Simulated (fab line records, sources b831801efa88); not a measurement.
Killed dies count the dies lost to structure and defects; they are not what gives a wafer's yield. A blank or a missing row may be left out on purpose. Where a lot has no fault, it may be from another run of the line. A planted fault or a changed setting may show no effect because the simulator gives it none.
fab line records ; flow sky130
record: lots: 12; wafers: 36; last-day: 50
route steps=708 shown VIA1@473 METAL2@485
lots that met no fault: taken from a fault-free run of the same line
start-h: hours from the record's first day to the start of the lot's first wafer shown ; wait-h: hours from the lot's prior step to this one ; " as in the row above ; L1.1+2: a row that stands for several wafers ; - value missing, or start not given ; * or withheld: withheld ; < > ~ a bound
route shown NAME@n: names a module that has steps shown in the file, with the first one's number in the route ; usual: mean/standard deviation of fault-free wafers ; same: alike in all rows ; chamber/n: place in a boat ; sites: per-site readings ; _std_site: the standard deviation of these ; _edge_site: outer sites' mean less inner sites' ; radius-mm: for every site, how far away it sits from the centre of the wafer ; mask NAME#n: copy n ; behind: tool/chamber where the wafer was last shaped ; hold: why the lot went on hold/how many hours it stayed there/how the hold came to an end ; device: the n, p or np transistor that did not switch ; end of line: the same wafers' tests at the end of the route ; a step with no rows: only its recipe ; killed: the dies lost at the first sort to structure and to defects; this is not the yield of the wafer ; map: dies across one wafer; x = killed, . = not, _ = none there
set.NAME: the setting as run; set.NAME@STEP: as run at that earlier step ; model.NAME: the simulator's own value behind a step, which no gauge read
steps of the route over a sample of lots; a table a step, a row a wafer
services: from which hour (start-h, from the record's first day; less than 0 if before it) a tool's chamber was out of use, for how many hours, and why
== steps ==
step: SKY_VIA1_ETCH_15
recipe: target: SiO2; chemistry: C4F8/O2/Ar; target-depth-nm: 351; stop-on: TiN; mask-material: KrF-thick; source-w: 1500; bias-w: 1200; pressure-mtorr: 40; c4f8-flow-sccm: withheld; O2_flow_sccm: 6; Ar_flow_sccm: 300; time-s: 54
usual: oes-product-au: 0.980/0.0062
lot.wafer;tool;chamber;start-h;wait-h;oes-product-au;rf-hours-counter-h
L944.3;rie-diel-03;3;793.00;0.0;0.976;4
L944.4;rie-diel-03;0;793.00;0.0;0.993;8
L944.6;rie-diel-03;2;793.00;0.0;0.979;-
L947.1;rie-diel-03;2;841.54;0.0;0.981;5
L947.5;rie-diel-03;2;841.54;0.0;0.980;-
L947.6;rie-diel-03;3;841.54;0.0;0.982;-
L950.2;rie-diel-02;0;857.80;0.0;0.980;22
L950.4;rie-diel-02;1;857.80;0.0;0.974;5
L950.6;rie-diel-02;3;857.80;0.0;0.988;-
L956.1;rie-diel-04;0;897.39;0.0;0.990;18
L956.4;rie-diel-04;3;897.39;0.0;0.980;17
L956.6;rie-diel-04;2;897.39;0.0;0.982;-
L958.2;rie-diel-02;1;907.54;0.0;0.974;7
L958.4;rie-diel-02;3;907.54;0.0;0.976;-
L958.6;rie-diel-02;2;907.54;0.0;0.990;-
L959.1;rie-diel-03;0;912.90;0.0;0.985;10
L959.2;rie-diel-03;1;912.90;0.0;0.988;1
L959.4;rie-diel-03;3;912.90;0.0;0.981;7
L960.2;rie-diel-03;2;923.30;0.0;0.979;8
L960.3;rie-diel-03;3;923.30;0.0;0.978;7
L960.5;rie-diel-03;3;923.30;0.0;0.980;-
L961.1;rie-diel-04;2;927.79;0.0;0.990;20
L961.5;rie-diel-04;1;927.79;0.0;0.986;-
L961.6;rie-diel-04;2;927.79;0.0;0.990;-
L962.1;rie-diel-02;3;930.85;0.0;0.973;18
L962.4;rie-diel-02;2;930.85;0.0;0.980;12
L962.5;rie-diel-02;1;930.85;0.0;0.974;-
L963.2;rie-diel-03;0;946.55;0.0;0.981;11
L963.4;rie-diel-03;1;946.55;0.0;0.990;1
L963.5;rie-diel-03;3;946.55;0.0;0.989;-
L965.3;rie-diel-04;0;958.95;0.0;0.981;20
L965.4;rie-diel-04;1;958.95;0.0;0.982;16
L965.6;rie-diel-04;0;958.95;0.0;0.980;-
L966.4;rie-diel-03;1;969.24;0.0;0.983;2
L966.5;rie-diel-03;0;969.24;0.0;0.979;-
L966.6;rie-diel-03;1;969.24;0.0;0.976;-
step: SKY_METAL2_SPUTTER_02
recipe: material: AlCu; target-thk-nm: 250; power-w: 10600; time-s: 13.3; chamber-pressure-pa: 0.4
usual: throttle-valve-pct: 29.9/1
lot.wafer;tool;chamber;start-h;wait-h;throttle-valve-pct
L944.3;pvd-sputter-01;-;794.33;0.0;29.2
L944.4;pvd-sputter-01;-;794.33;0.0;30.6
L944.6;pvd-sputter-01;-;794.33;0.0;30.6
L947.1;pvd-sputter-03;-;842.89;0.0;29.8
L947.5;pvd-sputter-03;-;842.89;0.0;29.9
L947.6;pvd-sputter-03;-;842.89;0.0;31.1
L950.2;pvd-sputter-01;-;859.12;0.0;30.5
L950.4;pvd-sputter-01;-;859.12;0.0;30.6
L950.6;pvd-sputter-01;-;859.12;0.0;29.3
L956.1;pvd-sputter-04;-;898.71;0.0;30.5
L956.4;pvd-sputter-04;-;898.71;0.0;29.3
L956.6;pvd-sputter-04;-;898.71;0.0;28.4
L958.2;pvd-sputter-01;-;908.91;0.0;30.8
L958.4;pvd-sputter-01;-;908.91;0.0;30.4
L958.6;pvd-sputter-01;-;908.91;0.0;30.6
L959.1;pvd-sputter-01;-;914.56;0.0;30.2
L959.2;pvd-sputter-01;-;914.56;0.0;30.8
L959.4;pvd-sputter-01;-;914.56;0.0;30.6
L960.2;pvd-sputter-01;-;924.71;0.0;29.2
L960.3;pvd-sputter-01;-;924.71;0.0;31.0
L960.5;pvd-sputter-01;-;924.71;0.0;30.8
L961.1;pvd-sputter-01;-;929.11;0.0;30.9
L961.5;pvd-sputter-01;-;929.11;0.0;30.7
L961.6;pvd-sputter-01;-;929.11;0.0;31.0
L962.1;pvd-sputter-04;-;932.18;0.0;30.1
L962.4;pvd-sputter-04;-;932.18;0.0;30.1
L962.5;pvd-sputter-04;-;932.18;0.0;27.9
L963.2;pvd-sputter-04;-;947.87;0.0;28.9
L963.4;pvd-sputter-04;-;947.87;0.0;30.2
L963.5;pvd-sputter-04;-;947.87;0.0;30.0
L965.3;pvd-sputter-03;-;960.27;0.0;30.2
L965.4;pvd-sputter-03;-;960.27;0.0;28.6
L965.6;pvd-sputter-03;-;960.27;0.0;30.3
L966.4;pvd-sputter-04;-;970.59;0.0;29.1
L966.5;pvd-sputter-04;-;970.59;0.0;30.4
L966.6;pvd-sputter-04;-;970.59;0.0;29.1
step: SKY_METAL2_SPUTTER_03
recipe: material: Ti; target-thk-nm: 5; power-w: 3000; time-s: 3.3; chamber-pressure-pa: 0.4
usual: throttle-valve-pct: 29.9/0.98
lot.wafer;tool;chamber;start-h;wait-h;throttle-valve-pct
L944.3;pvd-sputter-01;-;794.35;0.0;29.2
L944.4;pvd-sputter-01;-;794.35;0.0;30.8
L944.6;pvd-sputter-01;-;794.35;0.0;31.0
L947.1;pvd-sputter-03;-;842.91;0.0;29.8
L947.5;pvd-sputter-03;-;842.91;0.0;29.8
L947.6;pvd-sputter-03;-;842.91;0.0;31.1
L950.2;pvd-sputter-01;-;859.15;0.0;30.8
L950.4;pvd-sputter-01;-;859.15;0.0;30.6
L950.6;pvd-sputter-01;-;859.15;0.0;29.4
L956.1;pvd-sputter-04;-;898.73;0.0;29.9
L956.4;pvd-sputter-04;-;898.73;0.0;29.3
L956.6;pvd-sputter-04;-;898.73;0.0;28.9
L958.2;pvd-sputter-01;-;908.94;0.0;30.3
L958.4;pvd-sputter-01;-;908.94;0.0;30.5
L958.6;pvd-sputter-01;-;908.94;0.0;31.0
L959.1;pvd-sputter-01;-;914.58;0.0;30.6
L959.2;pvd-sputter-01;-;914.58;0.0;30.8
L959.4;pvd-sputter-01;-;914.58;0.0;30.8
L960.2;pvd-sputter-01;-;924.74;0.0;28.9
L960.3;pvd-sputter-01;-;924.74;0.0;31.1
L960.5;pvd-sputter-01;-;924.74;0.0;30.7
L961.1;pvd-sputter-01;-;929.13;0.0;31.0
L961.5;pvd-sputter-01;-;929.13;0.0;30.6
L961.6;pvd-sputter-01;-;929.13;0.0;30.8
L962.1;pvd-sputter-04;-;932.20;0.0;29.9
L962.4;pvd-sputter-04;-;932.20;0.0;29.9
L962.5;pvd-sputter-04;-;932.20;0.0;28.0
L963.2;pvd-sputter-04;-;947.90;0.0;28.5
L963.4;pvd-sputter-04;-;947.90;0.0;30.3
L963.5;pvd-sputter-04;-;947.90;0.0;30.2
L965.3;pvd-sputter-03;-;960.30;0.0;30.2
L965.4;pvd-sputter-03;-;960.30;0.0;28.6
L965.6;pvd-sputter-03;-;960.30;0.0;29.7
L966.4;pvd-sputter-04;-;970.62;0.0;29.2
L966.5;pvd-sputter-04;-;970.62;0.0;30.3
L966.6;pvd-sputter-04;-;970.62;0.0;29.2
step: SKY_METAL2_SOFTBAKE_11
recipe: temp-c: 100; time-s: 90; resist: KrF-thick
usual: heater-power-total-W: 57.34/0.11; plate-temp-C: 100.03/0.12
lot.wafer;tool;chamber;start-h;wait-h;heater-power-total-W;plate-temp-C
L944.3;litho-track-03;0;808;-;57.34;99.89
L944.4;litho-track-03;0;808;-;57.33;100.16
L944.6;litho-track-03;0;808;-;57.57;100.00
L947.1;litho-track-03;0;854;-;58.36;100.93
L947.5;litho-track-03;0;855;-;58.01;101.10
L947.6;litho-track-03;0;855;-;58.02;101.12
L950.2;litho-track-03;0;871;-;58.36;101.02
L950.4;litho-track-03;0;871;-;58.24;101.13
L950.6;litho-track-03;0;872;-;58.39;101.10
L956.1;litho-track-01;0;911;-;57.34;100.02
L956.4;litho-track-01;0;911;-;57.16;100.08
L956.6;litho-track-01;0;911;-;57.45;100.07
L958.2;litho-track-02;0;922;-;57.38;99.94
L958.4;litho-track-02;0;922;-;57.37;99.93
L958.6;litho-track-02;0;922;-;57.17;100.09
L959.1;litho-track-02;0;927;-;57.26;100.27
L959.2;litho-track-02;0;927;-;57.37;99.93
L959.4;litho-track-02;0;927;-;57.20;99.96
L960.2;litho-track-03;0;936;-;57.20;99.97
L960.3;litho-track-03;0;936;-;57.29;100.06
L960.5;litho-track-03;0;936;-;57.29;100.04
L961.1;litho-track-03;0;941;-;57.27;100.02
L961.5;litho-track-03;0;942;-;57.43;100.16
L961.6;litho-track-03;0;942;-;57.34;100.02
L962.1;litho-track-01;0;945;-;57.23;99.90
L962.4;litho-track-01;0;945;-;57.33;100.02
L962.5;litho-track-01;0;945;-;57.44;100.00
L963.2;litho-track-02;0;959;-;57.44;99.95
L963.4;litho-track-02;0;959;-;57.24;100.05
L963.5;litho-track-02;0;959;-;57.46;99.91
L965.3;litho-track-03;0;973;-;57.22;100.11
L965.4;litho-track-03;0;973;-;57.35;100.24
L965.6;litho-track-03;0;973;-;57.22;100.29
L966.4;litho-track-03;0;981;-;57.43;100.01
L966.5;litho-track-03;0;981;-;57.26;100.43
L966.6;litho-track-03;0;981;-;57.22;100.10
== services ==
tool;chamber;start-h;hours;kind
rie-diel-02;2;770.17;21.8;repair
pvd-sputter-03;-;783.83;1.1;repair
litho-track-02;-;788.65;-;consumable-replace:filter
pvd-sputter-03;-;830.00;3.5;repair
rie-diel-03;0;845.50;15.6;repair
rie-diel-03;-;849.25;10.0;pm
rie-diel-03;1;861.15;-;clean
rie-diel-03;1;861.15;21.0;scheduled-down
rie-diel-03;1;861.15;21.0;vent-cycle
rie-diel-02;-;879.08;2.8;pm
rie-diel-03;1;889.23;3.9;repair
rie-diel-02;0;894.01;8.1;repair
rie-diel-02;0;903.26;8.6;repair
pvd-sputter-04;-;921.83;1.7;repair
pvd-sputter-04;-;942.29;3.1;repair
rie-diel-04;-;953.94;1.1;repair
rie-diel-02;-;957.49;0.4;repair
rie-diel-03;0;957.71;6.1;repair
rie-diel-04;2;975.21;1.2;repair
== key ==
first-sign: step: SKY_METAL2_SOFTBAKE_11; reading: plate-temp-C; direction: up; sigmas: 8.9; usual: *; struck: *
effect: step: SKY_METAL2_SOFTBAKE_11; reading: heater-power-total-W; direction: up; sigmas: 7.8; usual: *; struck: *
met-at SKY_METAL2_SOFTBAKE_11
struck-lots L947,L950
not-acting-at SKY_VIA1_ETCH_15,SKY_METAL2_SPUTTER_02,SKY_METAL2_SPUTTER_03
onset-between 808 854
fault: kind: process-parameter-drift; tool: litho-track-03; chamber: -; onset-h: 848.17; steps: SKY_METAL2_SOFTBAKE_11; channel: temp-c; offset: *; shape: step; end-h: 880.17; acts-in: *; stated: *
